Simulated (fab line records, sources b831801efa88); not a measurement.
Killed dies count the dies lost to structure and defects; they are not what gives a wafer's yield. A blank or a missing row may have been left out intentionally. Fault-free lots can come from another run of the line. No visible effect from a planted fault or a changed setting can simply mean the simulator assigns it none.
2 desks, one fault ; flow sky130 ; only its own numbers are on each desk; what lay behind them is given at the end

## FROM THE METROLOGY DESK
What the gauges read for every lot (on any tool): the sampled wafers with a number, averaged. Any lot whose mean is over 4 standard deviations away from the usual mean is out of limits and marked OUT; that distance is given in the brackets.
Columns: A = VT_ADJUST_HVTP_TW at SKY_VT_ADJUST_HVTP_TW_MEAS_11, usual 1338
lot;first seen here;A
L619;day 6 06:58;1340
L620;day 6 20:30;1339
L622;day 7 04:45;1341
L621;day 7 05:02;1341
L623;day 7 11:59;1338
L627;day 8 06:41;1539 (+34) OUT
L628;day 8 12:07;1529 (+32) OUT
L631;day 9 07:15;1539 (+33) OUT
L635;day 10 06:53;1338
L636;day 10 11:20;1341
L637;day 10 18:48;1348
L639;day 11 10:42;1337
L640;day 11 13:44;1338
L641;day 12 00:04;1342
L642;day 12 06:59;1338
This desk's result: L627, L628, L631 out of limits, first on L627 (VT_ADJUST_HVTP_TW at SKY_VT_ADJUST_HVTP_TW_MEAS_11), day 8 06:41. L619, L620, L622, L621, L623, L635, L636, L637, L639, L640, L641, L642 stayed within limits.

## THE TOOL OWNER'S DESK: implanter-04
SKY_VT_ADJUST_HVTP_IMPLANT_09, tool's own readings: per-lot mean of the sampled wafers with a number, covering each lot this tool ran. Any lot whose mean is over 4 standard deviations away from the usual mean is out of limits and marked OUT; that distance is given in the brackets.
Columns: A = doseIonsCm2 at SKY_VT_ADJUST_HVTP_IMPLANT_09, usual 4.3e+12; B = faradayCurrentUA at SKY_VT_ADJUST_HVTP_IMPLANT_09, usual 24.2
lot;first seen here;A;B
L620;day 6 20:15;4.3e+12;24.2
L623;day 7 11:46;4.3e+12;24.4
L627;day 8 06:28;6.6e+12 (+99 or more) OUT;36.8 (+26) OUT
L628;day 8 11:53;6.6e+12 (+99 or more) OUT;37.7 (+28) OUT
L631;day 9 07:00;6.6e+12 (+99 or more) OUT;37.9 (+28) OUT
This desk's verdict: out of limits on L627, L628, L631, starting with L627 at day 8 06:28 (doseIonsCm2 at SKY_VT_ADJUST_HVTP_IMPLANT_09). L620, L623 stayed within limits.

## TAKEN TOGETHER
An alarm could have come from the tool owner's desk at day 8 06:28, on L627, L628, L631.
An alarm was possible from the metrology desk at day 8 06:41, on L627, L628, L631.
Every lot named ran SKY_VT_ADJUST_HVTP_IMPLANT_09 on implanter-04.

## WHAT THE SIMULATOR HAD INSERTED
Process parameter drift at SKY_VT_ADJUST_HVTP_IMPLANT_09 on implanter-04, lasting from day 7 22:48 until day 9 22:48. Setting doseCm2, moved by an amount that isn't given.
Lots struck among those shown: L627, L628, L631.
Fault start to first reading out of limits, in hours, per desk: tool owner, 8; metrology, 8.
